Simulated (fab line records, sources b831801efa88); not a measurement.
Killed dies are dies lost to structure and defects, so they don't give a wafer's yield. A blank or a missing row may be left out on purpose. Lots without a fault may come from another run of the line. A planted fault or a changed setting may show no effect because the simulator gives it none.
Which tool did it? | flow gf180mcu | 12 lots, 36 wafers sampled, at 1 step of a route of 602

WHAT THE GAUGES READ, wafer by wafer
GF_STI_THK_MEAS_04.
lot  | measured    | on            | STI_CVD_03_THK (nm)
L075 | day 1 18:34 | film_metro-03 | 206.7 208.4 206.2
L077 | day 2 04:34 | film_metro-03 | 204.3 205.6 205.0
L079 | day 2 14:35 | film_metro-04 | 210.9 209.3 210.2
L081 | day 3 00:34 | film_metro-02 | 206.8 206.0 207.9
L083 | day 3 10:34 | film_metro-03 | 205.7 208.5 205.6
L085 | day 3 22:26 | film_metro-04 | 206.6 208.5 207.5
L087 | day 4 10:37 | film_metro-02 | 205.3 207.4 204.9
L089 | day 4 19:52 | film_metro-04 | 208.4 209.8 208.3
L091 | day 5 02:59 | film_metro-02 | 207.0 209.4 207.1
L093 | day 5 13:33 | film_metro-02 | 209.8 207.8 208.7
L095 | day 5 22:44 | film_metro-03 | 206.1 206.4 208.7
L097 | day 6 09:11 | film_metro-04 | 204.7 204.8 203.2

WHICH TOOL RAN EACH LOT (tool, then ch and the chambers of the sampled wafers, then the start)
The record holds no process step before these readings.

THE ANSWER, worked out from the rows above alone
Rule: what is usual is taken from the lots themselves. Put in order of their means at a reading, lots are off if they are a third of the lots or fewer, leave a main group of 4 or more, and stand apart from it by a gap of 3 or more times the standard deviation of the main group's means; of several such gaps the widest counts. A main group whose means are all the same, to the digits that the tables above print for the reading, isn't used. A lot without any number at a reading at which 4 lots or more have one is off too. The other lots that the step has rows for count as sound.
No lot is off at any reading shown: from this, nothing can be told.

WHAT THE SIMULATOR HAD PUT IN
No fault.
